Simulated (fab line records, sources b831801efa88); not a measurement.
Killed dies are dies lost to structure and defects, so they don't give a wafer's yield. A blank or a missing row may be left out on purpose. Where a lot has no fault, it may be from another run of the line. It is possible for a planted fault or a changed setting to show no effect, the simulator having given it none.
One fault through the eyes of 2 desks :: flow gf180mcu :: each desk holds nothing but its own numbers, with what lay behind them at the end

TOOL OWNER'S DESK, krf_scanner-01
The tool's own readings at GF_STI_EXPOSE_09 (exposes mask COMP, target cd 220 nm): means of the sampled wafers that have a number, for each lot that ran on this tool. Any lot whose mean is over 4 standard deviations away from the usual mean is out of limits and marked OUT; that distance is given in the brackets.
Columns: A = exposure_dose_mJ_cm2 at GF_STI_EXPOSE_09, usual 27.973
lot: L583
first seen here: day 2 01:42
A: 27.988

lot: L584
first seen here: day 2 06:24
A: 27.990

lot: L586
first seen here: day 2 15:46
A: 27.956

lot: L587
first seen here: day 2 22:42
A: 27.991

lot: L588
first seen here: day 3 02:22
A: 27.964

lot: L594
first seen here: day 4 12:51
A: 27.222 (-26) OUT
This desk's verdict: out of limits on L594, starting with L594 at day 4 12:51 (exposure_dose_mJ_cm2 at GF_STI_EXPOSE_09). In limits: L583, L584, L586, L587, L588.

THE METROLOGY DESK
What the gauges read, lot by lot, whatever tool the lot ran on: means of the sampled wafers that have a number. Any lot whose mean is over 4 standard deviations away from the usual mean is out of limits and marked OUT; that distance is given in the brackets.
Columns: A = cd_nm at GF_STI_CD_MEAS_12, usual 220.1 nm; B = VT_IMPLANT_03_OVL at GF_VT_IMPLANT_OVL_MEAS_40, usual 0.6 nm; C = cd_nm at GF_POLY_GATE_CD_MEAS_10, usual 280.2 nm
lot: L582
first seen here: day 2 00:43
A: 219.9
B: 2.2
C: 279.7

lot: L583
first seen here: day 2 07:41
A: 218.5
B: 2.8
C: 280.2

lot: L584
first seen here: day 2 12:25
A: 220.4
B: 2.1
C: 280.6

lot: L585
first seen here: day 2 16:35
A: 219.8
B: 0.9
C: 281.9

lot: L586
first seen here: day 2 21:39
A: 220.0
B: 1.2
C: 280.8

lot: L587
first seen here: day 3 04:49
A: 220.3
B: -0.6
C: 278.9

lot: L588
first seen here: day 3 08:41
A: 219.1
B: -0.5
C: 280.5

lot: L589
first seen here: day 3 14:09
A: 220.5
B: 3.0
C: 280.5

lot: L594
first seen here: day 4 19:09
A: 213.2 (-5.3) OUT
B: -1.9
C: 280.3

lot: L595
first seen here: day 4 23:16
A: 219.7
B: 1.4
C: 279.0
This desk's verdict: out of limits on L594, starting with L594 at day 4 19:09 (cd_nm at GF_STI_CD_MEAS_12). In limits: L582, L583, L584, L585, L586, L587, L588, L589, L595.

TAKEN TOGETHER
At day 4 12:51, on L594, the tool owner's desk was in a position to raise an alarm.
Metrology desk: alarm possible at day 4 19:09 on L594.
Every lot named ran GF_STI_EXPOSE_09 on krf_scanner-01.

WHAT THE SIMULATOR PUT IN
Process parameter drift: krf_scanner-01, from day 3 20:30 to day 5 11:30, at GF_STI_EXPOSE_09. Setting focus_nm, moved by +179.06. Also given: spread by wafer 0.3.
Shown lots that were struck: L594.
Delay (hours) between the fault's onset and each desk's first out-of-limits reading: 16 at the tool owner's desk, 23 at the metrology desk.
